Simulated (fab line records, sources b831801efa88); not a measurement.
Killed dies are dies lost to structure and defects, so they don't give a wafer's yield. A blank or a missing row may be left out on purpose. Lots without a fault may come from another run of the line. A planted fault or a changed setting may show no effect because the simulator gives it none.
fab line records | flow gf180mcu
record lots=13 wafers=39 last_day=34
route steps=602 shown HV_LDD@198 V1@359 V2@383
lots that met no fault: from a run of the same line without faults
start_h: hours from the record's first day to the start of the lot's first wafer shown | wait_h: hours since the lot's step before | " the same as in the row above | L1.1+2: a row that stands for several wafers | - no value, or no start given | * or withheld: withheld | < > ~ a bound
route shown NAME@n: a module of which the file shows steps, and the number in the route of the first | usual: mean/standard deviation of fault-free wafers | same: alike in all rows | chamber/n: place in a boat | sites: the reading at each site | _std_site: their standard deviation | _edge_site: outer sites' mean less inner sites' | radius_mm: how far each site lies from the wafer's centre | mask NAME#n: copy n | behind: the tool/chamber that last shaped the wafer | hold: why the lot was held/for how many hours/how that ended | device: the transistor (n, p or np) that didn't switch | end of line: the same wafers' tests at the end of the route | a step without rows: its recipe alone | killed: dies lost to structure and defects at the first sort, not the wafer's yield | map: a wafer's dies, x killed, . not, _ none there
set.NAME: the setting as run; set.NAME@STEP: as run at that earlier step | model.NAME: the simulator's own value behind a step, which no gauge read
steps of the route over a sample of lots; a table a step, a row a wafer
services: from which hour (start_h, from the record's first day; less than 0 if before it) a tool's chamber was out of use, for how many hours, and why
## steps
# step GF_HV_LDD_STRIP_22
# recipe chemistry=O2/N2 power_w=1400 pressure_mtorr=1500 platen_temp_c=250 o2_flow_sccm=3000 n2_flow_sccm=300 overash_fraction=0.5
# usual drypump_motor_current_A=5.92/0.27 heater_power_w=340/28 o2_flow_sccm=2998/8.5 oes_product_au=0.716/0.004 strip_time_to_endpoint_s=12.63/0.046
# columns lot.wafer tool chamber start_h wait_h drypump_motor_current_A heater_power_w o2_flow_sccm oes_product_au rf_hours_counter_h strip_time_to_endpoint_s
L944.4 plasma_asher-02 0 228.58 0.1 6.18 389 2990 0.711 - 12.58
L944.5 " 0 " " 6.19 379 2992 0.711 - 12.59
L944.6 " 1 " " 5.97 317 2997 0.723 - 12.60
L945.4 plasma_asher-01 0 242.74 0.1 5.81 364 3015 0.713 - 12.66
L945.5 " 1 " " 5.29 342 2998 0.714 - 12.63
L945.6 " 0 " " 5.81 370 2999 0.709 - 12.63
L946.2 plasma_asher-03 0 250.17 0.1 5.44 329 2999 0.714 49 12.69
L946.3 " 0 " " 5.45 320 3000 0.714 - 12.67
L946.4 " 1 " " 5.82 322 2997 0.715 - 12.71
L948.1 plasma_asher-02 1 265.66 0.1 5.95 312 2996 0.715 15 12.60
L948.4 " 0 " " 6.19 369 3008 0.719 - 12.56
L948.5 " 1 " " 5.95 316 2999 0.715 - 12.61
L949.2 plasma_asher-02 0 269.90 0.1 6.18 375 3018 0.720 16 12.71
L949.4 " 1 " " 5.96 315 3008 0.715 - 12.68
L949.6 " 1 " " 5.96 300 2996 0.719 - 12.70
L950.1 plasma_asher-02 0 274.68 0.1 6.16 379 2987 0.713 16 12.74
L950.4 " 1 " " 5.94 310 2992 0.714 - 12.69
L950.6 " 0 " " 6.15 378 2989 0.723 - 12.71
L952.2 plasma_asher-02 0 293.23 0.1 6.20 372 2981 0.717 18 12.59
L952.5 " 1 " " 5.96 316 3006 0.718 - 12.60
L952.6 " 0 " " 6.20 368 2985 0.716 - 12.61
L953.1 plasma_asher-02 1 300.53 0.1 5.99 307 2998 0.720 19 12.60
L953.3 " 0 " " 6.16 381 3002 0.720 - 12.59
L953.4 " 1 " " 5.97 316 2994 0.719 - 12.58
L955.3 plasma_asher-02 1 317.78 0.1 5.97 316 3004 0.711 - 12.59
L955.5 " 1 " " 5.96 312 2994 0.716 - 12.58
L955.6 " 0 " " 6.19 369 3010 0.719 - 12.61
L956.1 plasma_asher-02 1 322.10 0.1 5.98 312 2990 0.716 21 12.63
L956.4 " 0 " " 6.15 376 2987 0.712 - 12.61
L956.6 " 0 " " 6.17 381 2986 0.715 - 12.58
L959.2 plasma_asher-02 1 351.78 0.1 5.97 312 2403 0.708 24 12.77
L959.3 " 1 " " 5.94 313 2404 0.713 - 12.72
L959.4 " 0 " " 6.17 371 2392 0.698 - 12.75
L960.2 plasma_asher-02 1 354.43 0.2 5.95 306 2392 0.709 24 12.72
L960.5 " 0 " " 6.18 368 2400 0.709 - 12.73
L960.6 " 1 " " 5.94 308 2410 0.708 - 12.76
L967.1 plasma_asher-02 1 409.88 0.1 5.94 311 3000 0.710 30 12.66
L967.5 " 0 " " 6.16 374 3013 0.709 - 12.70
L967.6 " 1 " " 5.98 310 2996 0.708 - 12.67
# step GF_V1_RS_MEAS_24
# recipe thk_meas_gauge=four-point-probe reads=W_of_V1_CVD_23+TiN_of_V1_SPUTTER_22+Ti_of_V1_SPUTTER_21
# usual V1_W_RS=0.329/0.0042
# columns lot.wafer tool chamber start_h wait_h V1_W_RS[ohm/sq]
L944.4 film_metro-04 - 405.25 0.1 0.323
L944.5 " - " " 0.330
L944.6 " - " " 0.325
L945.4 film_metro-04 - 419.97 0.1 0.323
L945.5 " - " " 0.327
L945.6 " - " " 0.320
L946.2 film_metro-04 - 430.73 0.1 0.331
L946.3 " - " " 0.331
L946.4 " - " " 0.328
L948.1 film_metro-04 - 450.62 0.1 0.332
L948.4 " - " " 0.328
L948.5 " - " " 0.330
L949.2 film_metro-04 - 456.99 0.1 0.333
L949.4 " - " " 0.332
L949.6 " - " " 0.328
L950.1 film_metro-02 - 460.72 0.1 0.329
L950.4 " - " " 0.324
L950.6 " - " " 0.332
L952.2 film_metro-01 - 484.32 0.1 0.331
L952.5 " - " " 0.334
L952.6 " - " " 0.327
L953.1 film_metro-04 - 491.02 0.1 0.330
L953.3 " - " " 0.332
L953.4 " - " " 0.334
L955.3 film_metro-01 - 513.83 0.1 0.325
L955.5 " - " " 0.325
L955.6 " - " " 0.330
L956.1 film_metro-04 - 522.25 0.1 0.332
L956.4 " - " " 0.337
L956.6 " - " " 0.330
L959.2 film_metro-02 - 549.23 0.1 0.330
L959.3 " - " " 0.331
L959.4 " - " " 0.337
L960.2 film_metro-04 - 553.17 0.1 0.320
L960.5 " - " " 0.325
L960.6 " - " " 0.320
L967.1 film_metro-04 - 606.92 0.1 0.329
L967.5 " - " " 0.331
L967.6 " - " " 0.335
# step GF_V2_THK_MEAS_01
# recipe reads=SiO2_of_V2_CVD_00
# usual V2_CVD_00_THK=601/6.9
# columns lot.wafer tool chamber start_h wait_h V2_CVD_00_THK[nm]
L944.4 film_metro-01 - 430.51 0.0 612
L944.5 " - " " 612
L944.6 " - " " 604
L945.4 film_metro-01 - 446.09 0.0 613
L945.5 " - " " 613
L945.6 " - " " 607
L946.2 film_metro-01 - 455.93 0.0 607
L946.3 " - " " 604
L946.4 " - " " 601
L948.1 film_metro-01 - 475.86 0.0 587
L948.4 " - " " 597
L948.5 " - " " 590
L949.2 film_metro-03 - 482.28 0.0 602
L949.4 " - " " 607
L949.6 " - " " 596
L950.1 film_metro-01 - 486.43 0.0 608
L950.4 " - " " 610
L950.6 " - " " 601
L952.2 film_metro-03 - 508.82 0.0 608
L952.5 " - " " 600
L952.6 " - " " 604
L953.1 film_metro-02 - 515.81 0.0 604
L953.3 " - " " 609
L953.4 " - " " 600
L955.3 film_metro-02 - 539.18 0.1 604
L955.5 " - " " 609
L955.6 " - " " 603
L956.1 film_metro-01 - 547.11 0.0 601
L956.4 " - " " 600
L956.6 " - " " 604
L959.2 film_metro-02 - 572.52 0.0 593
L959.3 " - " " 600
L959.4 " - " " 598
L960.2 film_metro-02 - 577.06 0.0 606
L960.5 " - " " 592
L960.6 " - " " 611
L967.1 film_metro-02 - 628.77 0.0 596
L967.5 " - " " 598
L967.6 " - " " 594
# step GF_V2_CMP_26
# recipe stop_on=SiO2 down_force_psi=3.5 platen_rpm=60 t_overpolish_s=15 target_thk_nm=0 pad_velocity_m_s=0.94248
# usual motor_current_A=10.9/1.1 overpolish_run_s=15.000/0.0093 time_to_endpoint_s=84/3.3
# columns lot.wafer tool chamber start_h wait_h motor_current_A overpolish_run_s time_to_endpoint_s
L944.4 cmp-01 1 456.00 0.0 12.3 15.004 85
L944.5 " 1 " " 12.0 14.991 86
L944.6 " 2 " " 10.6 14.998 88
L945.4 cmp-01 2 471.89 0.1 10.5 14.995 83
L945.6 " 1 " " 12.0 15.007 86
L945.5 " 2 " " 11.0 14.992 87
L946.2 cmp-02 1 481.34 0.1 10.2 14.984 87
L946.4 " 2 " " 12.1 15.003 87
L946.3 " 3 " " 9.8 14.979 89
L948.1 cmp-01 2 501.98 0.1 10.5 14.999 83
L948.4 " 1 " " 12.2 15.005 83
L948.5 " 3 " " 10.2 14.997 83
L949.4 cmp-02 1 508.54 0.1 9.6 15.001 81
L949.2 " 3 " " 10.2 15.012 87
L949.6 " 0 " " 11.8 14.999 80
L950.1 cmp-02 2 512.04 0.1 12.6 15.012 84
L950.4 " 3 " " 9.8 14.995 89
L950.6 " 1 " " 10.3 14.986 85
L952.2 cmp-02 2 534.93 0.0 12.1 14.984 85
L952.5 " 2 " " 11.6 14.997 86
L952.6 " 3 " " 9.9 15.004 91
L953.4 cmp-02 0 540.65 0.0 12.6 14.997 82
L953.3 " 1 " " 10.3 14.986 83
L953.1 " 3 " " 10.1 14.992 86
L955.3 cmp-02 0 563.29 0.2 12.5 15.007 81
L955.6 " 3 " " 10.0 14.990 86
L955.5 " 0 " " 12.8 15.003 79
L956.4 cmp-02 2 570.94 0.0 10.9 14.992 83
L956.1 " 3 " " 10.0 15.017 88
L956.6 " 3 " " 9.9 14.992 86
L959.2 cmp-01 0 595.93 0.0 9.3 14.990 85
L959.4 " 1 " " 12.6 15.016 80
L959.3 " 3 " " 10.1 14.994 82
L960.2 cmp-01 1 600.00 0.1 11.7 15.013 81
L960.5 " 0 " " 9.9 14.994 91
L960.6 " 1 " " 11.8 15.011 85
L967.1 cmp-01 1 650.45 0.1 12.1 14.989 85
L967.5 " 3 " " 10.2 15.009 83
L967.6 " 0 " " 9.7 15.004 87
## services
# columns tool chamber start_h hours kind
cmp-02 - 219.82 1.0 repair
cmp-01 - 232.00 4.0 pm
cmp-01 - 236.00 - consumable_replace:conditioner
cmp-02 - 305.70 1.3 repair
cmp-02 - 314.18 0.5 repair
cmp-02 - 342.64 6.1 pm
cmp-01 - 342.82 0.8 repair
cmp-01 - 360.07 12.1 pm
cmp-01 - 379.62 2.8 pm
cmp-01 - 383.28 0.8 repair
cmp-02 - 404.00 4.0 pm
cmp-02 - 408.00 - consumable_replace:conditioner
cmp-02 - 408.00 - consumable_replace:pad
plasma_asher-02 - 472.42 1.8 repair
plasma_asher-03 - 517.88 13.3 repair
cmp-01 - 572.00 4.0 pm
cmp-01 - 578.91 6.1 repair
cmp-01 - 604.98 3.6 pm
cmp-02 - 617.42 1.7 repair
cmp-02 - 629.26 4.4 pm
plasma_asher-01 - 640.25 7.8 repair
cmp-02 - 646.84 2.4 repair
plasma_asher-02 - 648.83 1.2 repair
cmp-02 - 649.94 2.2 repair
## key
first_sign step=GF_HV_LDD_STRIP_22 reading=o2_flow_sccm direction=down sigmas=70 usual=2998 struck=2400
effect step=GF_HV_LDD_STRIP_22 reading=strip_time_to_endpoint_s direction=up sigmas=2.5 usual=* struck=*
met_at GF_HV_LDD_STRIP_22
struck_lots L959,L960
tester_left_out L959,L960
not_acting_at GF_V1_RS_MEAS_24,GF_V2_THK_MEAS_01,GF_V2_CMP_26
onset_between 322.10 351.78
fault kind=process_parameter_drift tool=plasma_asher-02 chamber=- onset_h=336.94 steps=GF_HV_LDD_STRIP_22 channel=o2_flow_sccm offset=-600 shape=step end_h=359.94 acts_in=these_recipes_only stated=3000
# tester_left_out: of these lots the tester's yield and bins aren't shown, on N5 and GAA mostly nor the transistor test; their killed dies are dies lost to structure and defects alone, not to doping, threshold or leakage, so they don't give the yield
